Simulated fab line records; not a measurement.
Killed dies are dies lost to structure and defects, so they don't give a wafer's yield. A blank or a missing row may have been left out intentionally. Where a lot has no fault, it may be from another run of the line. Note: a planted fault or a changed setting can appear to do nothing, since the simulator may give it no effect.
fab line records    flow gf180mcu
record lots=6  wafers=18  lastDay=34
route steps=602 shown M4@460
lots untouched by any fault: they come from a run of this same line in which no faults occurred
startH: hours from the record's opening day to when the first of the lot's shown wafers began    waitH: time in hours since the lot's previous step    " as in the row above    L1.1+2: a single row standing in for several wafers    - either no value or no given start    * or withheld: withheld    < > ~ a bound
route shown NAME@n: a module of which the file shows steps, and the number in the route of the first    usual: mean/standard deviation taken from wafers without a fault    same: alike in all rows    chamber/n: place in a boat    sites: the reading at each site    _std_site: the standard deviation of these    _edge_site: the outer-site mean with the inner-site mean subtracted    radiusMm: how far each site lies from the wafer's centre    mask NAME#n: copy n    behind: tool/chamber where the wafer was last shaped    hold: why the lot was held/for how many hours/how that ended    device: whichever transistor did not switch (one of n, p or np)    end of line: tests of these same wafers at the route's end    a step given without rows: its recipe and nothing more    killed: count of dies lost to structure and defects at first sort (not the wafer's yield)    map: a wafer's dies, marking killed ones x, the rest . and places with no die _
set.NAME: setting as actually run; set.NAME@STEP: the setting as run at that earlier step    model.NAME: the simulator's own value behind a step, which no gauge read
lots at selected steps of the route; one table per step, one row per wafer
services: from which hour (startH, from the record's first day; less than 0 if before it) a tool's chamber was out of use, for how many hours, and why
## steps
# step GF_M4_SPUTTER_04
# recipe material=TiN  targetThkNm=50  powerW=6405  timeS=41.7  chamberPressurePa=0.4
# usual throttleValvePct=30.0/1.2
lot.wafer  tool           chamber  startH  waitH  throttleValvePct
L457.1     pvdSputter-03  -        529.85  0.0    29.0
L457.4     "              -        "       "      33.0
L457.6     "              -        "       "      29.7
L458.3     pvdSputter-03  -        546.41  0.0    33.1
L458.4     "              -        "       "      29.3
L458.5     "              -        "       "      30.1
L473.1     pvdSputter-02  -        651.99  0.0    30.6
L473.5     "              -        "       "      29.3
L473.6     "              -        "       "      31.8
L474.1     pvdSputter-03  -        653.87  0.0    29.3
L474.3     "              -        "       "      29.3
L474.4     "              -        "       "      33.0
L475.1     pvdSputter-03  -        660.64  0.0    33.1
L475.4     "              -        "       "      30.1
L475.6     "              -        "       "      32.8
L478.1     pvdSputter-02  -        682.23  0.0    30.0
L478.2     "              -        "       "      29.2
L478.4     "              -        "       "      30.9
# step GF_M4_RS_MEAS_05
# recipe thkMeasGauge=four-point-probe  reads=TiN_of_M4_SPUTTER_04+Ti_of_M4_SPUTTER_03+AlCu_of_M4_SPUTTER_02+TiN_of_M4_SPUTTER_01+Ti_of_M4_SPUTTER_00
# usual M4_ALCU_RS=0.0697/0.00068
lot.wafer  tool          chamber  startH  waitH  M4_ALCU_RS[ohm/sq]
L457.1     filmMetro-02  -        529.89  0.0    0.0698
L457.4     "             -        "       "      0.0690
L457.6     "             -        "       "      0.0699
L458.3     filmMetro-02  -        546.49  0.1    0.0682
L458.4     "             -        "       "      0.0689
L458.5     "             -        "       "      0.0695
L473.1     filmMetro-04  -        652.03  0.0    0.0689
L473.5     "             -        "       "      0.0690
L473.6     "             -        "       "      0.0706
L474.1     filmMetro-01  -        653.91  0.0    0.0688
L474.3     "             -        "       "      0.0693
L474.4     "             -        "       "      0.0684
L475.1     filmMetro-02  -        660.68  0.0    0.0698
L475.4     "             -        "       "      0.0703
L475.6     "             -        "       "      0.0701
L478.1     filmMetro-04  -        682.27  0.0    0.0694
L478.2     "             -        "       "      0.0687
L478.4     "             -        "       "      0.0687
# step GF_M4_THK_MEAS_06
# recipe thkMeasGauge=xrf  reads=AlCu_of_M4_SPUTTER_02
# usual M4_ALCU_THK=452/4.8
lot.wafer  tool          chamber  startH  waitH  M4_ALCU_THK[nm]
L457.1     filmMetro-02  -        530.01  0.1    448
L457.4     "             -        "       "      454
L457.6     "             -        "       "      445
L458.3     filmMetro-02  -        546.59  0.1    458
L458.4     "             -        "       "      455
L458.5     "             -        "       "      451
L473.1     filmMetro-04  -        652.15  0.1    457
L473.5     "             -        "       "      455
L473.6     "             -        "       "      445
L474.1     filmMetro-01  -        654.03  0.1    457
L474.3     "             -        "       "      453
L474.4     "             -        "       "      459
L475.1     filmMetro-02  -        660.80  0.1    449
L475.4     "             -        "       "      448
L475.6     "             -        "       "      452
L478.1     filmMetro-04  -        682.39  0.1    453
L478.2     "             -        "       "      460
L478.4     "             -        "       "      456
# step GF_M4_DEHYDRATE_07
# recipe tempC=200  timeS=60
# step GF_M4_HMDS_08
# recipe primeTimeS=60  primeTempC=120
# step GF_M4_COAT_09
# recipe resist=KrF  spinRpm=withheld  resistThkNm=1000
# step GF_M4_SOFTBAKE_10
# recipe tempC=130  timeS=60  resist=KrF
# step GF_M4_EXPOSE_11
# recipe maskId=Metal4  targetCdNm=280  na=0.68  sourceShape=conventional  sigmaOuter=0.6  doseMj=28
# step GF_M4_PEB_12
# recipe pebTempC=135  pebTimeS=90  resist=KrF
# step GF_M4_DEVELOP_13
# recipe developTimeS=60  devTempC=21
# step GF_M4_CD_MEAS_14
# recipe targetCdNm=280
# usual cdNm=280.3/0.99
lot.wafer  tool      chamber  startH  waitH  cdNm
L457.1     cdSem-01  -        552.01  0.1    279.5
L457.4     "         -        "       "      280.0
L457.6     "         -        "       "      279.3
L458.3     cdSem-02  -        568.70  0.1    280.5
L458.4     "         -        "       "      280.7
L458.5     "         -        "       "      280.0
L473.1     cdSem-01  -        671.73  0.1    280.2
L473.5     "         -        "       "      279.9
L473.6     "         -        "       "      279.5
L474.1     cdSem-01  -        673.58  0.1    278.5
L474.3     "         -        "       "      281.0
L474.4     "         -        "       "      280.5
L475.1     cdSem-02  -        681.11  0.1    282.2
L475.4     "         -        "       "      281.4
L475.6     "         -        "       "      281.4
L478.1     cdSem-01  -        701.15  0.2    280.4
L478.2     "         -        "       "      280.6
L478.4     "         -        "       "      280.9
# step GF_M4_OVL_MEAS_15
# usual M4_OVL=1/7.2
lot.wafer  tool        chamber  startH  waitH  M4_OVL[nm]
L457.1     overlay-02  -        552.13  0.1    2
L457.4     "           -        "       "      6
L457.6     "           -        "       "      7
L458.3     overlay-01  -        568.79  0.1    -3
L458.4     "           -        "       "      -2
L458.5     "           -        "       "      -3
L473.1     overlay-02  -        671.85  0.1    11
L473.5     "           -        "       "      8
L473.6     "           -        "       "      10
L474.1     overlay-02  -        673.70  0.1    16
L474.3     "           -        "       "      12
L474.4     "           -        "       "      6
L475.1     overlay-01  -        681.23  0.1    -9
L475.4     "           -        "       "      -6
L475.6     "           -        "       "      -5
L478.1     overlay-01  -        701.27  0.1    1
L478.2     "           -        "       "      7
L478.4     "           -        "       "      9
# step GF_M4_METAL_ETCH_16
# recipe chemistry=Cl2/BCl3  maskMaterial=KrF  targetDepthNm=627.5  stopOn=SiO2  pressureMtorr=8  icpW=800  biasW=140  Cl2_flow_sccm=80  bcl3FlowSccm=40  timeS=104.6
# usual biasW=140.0/0.42  drypumpMotorCurrentA=5.6/0.43  oesProductAu=0.971/0.0063  throttleValvePct=28.251/0.01
lot.wafer  tool         chamber  startH  waitH  biasW  drypumpMotorCurrentA  oesProductAu  rfHoursCounterH  throttleValvePct  model.KrF_of_M4_COAT_09.thkNm
L457.1     rieMetal-01  1        552.16  0.0    140.1  5.5                   0.978         2.2              28.261            729.9
L457.4     "            0        "       "      139.9  5.7                   0.978         -                28.247            736.3
L457.6     "            1        "       "      139.6  5.5                   0.972         -                28.254            729
L458.3     rieMetal-02  1        568.87  0.1    140.6  5.1                   0.975         -                28.253            730.3
L458.4     "            0        "       "      140.2  5.1                   0.976         -                28.258            726.7
L458.5     "            0        "       "      139.9  5.1                   0.975         -                28.252            723.2
L473.1     rieMetal-01  1        671.89  0.0    139.5  5.5                   0.976         6.1              28.238            735.4
L473.5     "            1        "       "      139.4  5.5                   0.969         -                28.253            736
L473.6     "            0        "       "      201.1  5.7                   0.957         -                28.250            705.3
L474.1     rieMetal-03  1        673.74  0.0    140.4  6.2                   0.970         5.1              28.250            733.3
L474.3     "            0        "       "      139.9  6.3                   0.975         -                28.235            737.1
L474.4     "            1        "       "      140.3  6.2                   0.985         -                28.250            735.9
L475.1     rieMetal-01  0        681.26  0.0    201.5  5.7                   0.976         2.0              28.261            707.9
L475.4     "            1        "       "      139.9  5.5                   0.970         -                28.253            734.7
L475.6     "            1        "       "      140.2  5.5                   0.966         -                28.247            734.5
L478.1     rieMetal-02  1        701.30  0.0    140.6  5.0                   0.970         4.8              28.240            736.3
L478.2     "            0        "       "      140.0  5.1                   0.976         3.8              28.236            730.4
L478.4     "            0        "       "      139.7  5.1                   0.976         -                28.251            730.8
# step GF_M4_STRIP_17
# recipe chemistry=O2/N2  powerW=1400  pressureMtorr=1500  platenTempC=250  o2FlowSccm=3000  n2FlowSccm=300  overashFraction=0.5
# usual drypumpMotorCurrentA=6.0/0.48  heaterPowerW=313/30  n2FlowSccm=300.0/0.94  oesProductAu=0.557/0.0053  stripTimeToEndpointS=7.86/0.045
lot.wafer  tool            chamber  startH  waitH  drypumpMotorCurrentA  heaterPowerW  n2FlowSccm  oesProductAu  rfHoursCounterH  stripTimeToEndpointS
L457.1     plasmaAsher-02  0        552.28  0.1    6.3                   280           300.1       0.561         76               7.83
L457.4     "               0        "       "      6.3                   284           299.9       0.553         -                7.89
L457.6     "               0        "       "      6.3                   280           302.0       0.548         -                7.83
L458.3     plasmaAsher-01  1        569.00  0.1    5.4                   286           300.3       0.557         -                7.84
L458.4     "               0        "       "      5.3                   350           301.1       0.559         -                7.80
L458.5     "               1        "       "      5.4                   286           300.5       0.544         -                7.75
L473.1     plasmaAsher-01  1        672.00  0.1    5.4                   290           300.7       0.566         105              7.88
L473.5     "               1        "       "      5.4                   286           299.8       0.555         -                7.87
L473.6     "               0        "       "      5.3                   354           300.5       0.547         -                7.59
L474.1     plasmaAsher-02  0        673.85  0.1    6.3                   277           300.2       0.559         90               7.87
L474.3     "               1        "       "      6.2                   308           300.7       0.561         -                7.89
L474.4     "               0        "       "      6.2                   280           298.5       0.550         -                7.87
L475.1     plasmaAsher-03  0        681.37  0.1    6.1                   349           300.9       0.554         60               7.63
L475.4     "               0        "       "      6.1                   348           299.3       0.559         -                7.87
L475.6     "               1        "       "      6.6                   307           300.2       0.560         -                7.87
L478.1     plasmaAsher-03  0        701.41  0.1    6.1                   360           300.5       0.562         62               7.90
L478.2     "               1        "       "      6.6                   301           300.0       0.564         62               7.83
L478.4     "               1        "       "      6.6                   307           299.7       0.550         -                7.84
# step GF_M4_STRIP_18
# recipe chemistry=postEtchResidueRemover  timeS=1200  tempC=72.5
## services
tool            chamber  startH  hours  kind
plasmaAsher-01  -        510.74  4.3    pm
rieMetal-03     -        515.55  2.8    pm
rieMetal-02     1        522.05  -      clean
rieMetal-02     1        522.05  21.5   scheduledDown
rieMetal-02     1        522.05  21.5   ventCycle
rieMetal-02     0        543.53  -      clean
rieMetal-02     0        543.53  21.9   scheduledDown
rieMetal-02     0        543.53  21.9   ventCycle
pvdSputter-03   2        562.77  -      consumableReplace:kit
pvdSputter-03   2        562.77  18.0   scheduledDown
pvdSputter-03   2        562.77  18.0   ventCycle
pvdSputter-03   -        571.32  8.4    repair
pvdSputter-02   2        581.52  -      consumableReplace:kit
pvdSputter-02   2        581.52  18.0   scheduledDown
rieMetal-01     0        593.74  -      clean
rieMetal-01     0        593.74  20.3   scheduledDown
rieMetal-01     0        593.74  20.3   ventCycle
rieMetal-02     -        613.11  0.6    repair
pvdSputter-03   -        620.23  1.0    repair
rieMetal-02     1        627.19  2.5    repair
rieMetal-03     -        633.76  4.3    pm
plasmaAsher-01  -        637.91  2.8    pm
rieMetal-02     -        671.26  2.8    pm
pvdSputter-03   -        678.42  2.7    repair
## key
firstSign step=GF_M4_METAL_ETCH_16  reading=biasW  direction=up  sigmas=99+  usual=140.0  struck=201.3
effect step=GF_M4_STRIP_17  reading=stripTimeToEndpointS  direction=down  sigmas=5.6  usual=*  struck=*
modelEffect step=GF_M4_METAL_ETCH_16  value=KrF_of_M4_COAT_09.thkNm  without=737.5  struck=706.6
metAt GF_M4_METAL_ETCH_16
struckWafers L473.6,L475.1
onsetBetween 552.16 671.89
fault kind=processParameterDrift  tool=rieMetal-01  chamber=0  onsetH=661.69  steps=GF_M4_METAL_ETCH_16  channel=biasW  offset=61.105  shape=step  endH=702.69  actsIn=theseRecipesOnly  stated=140
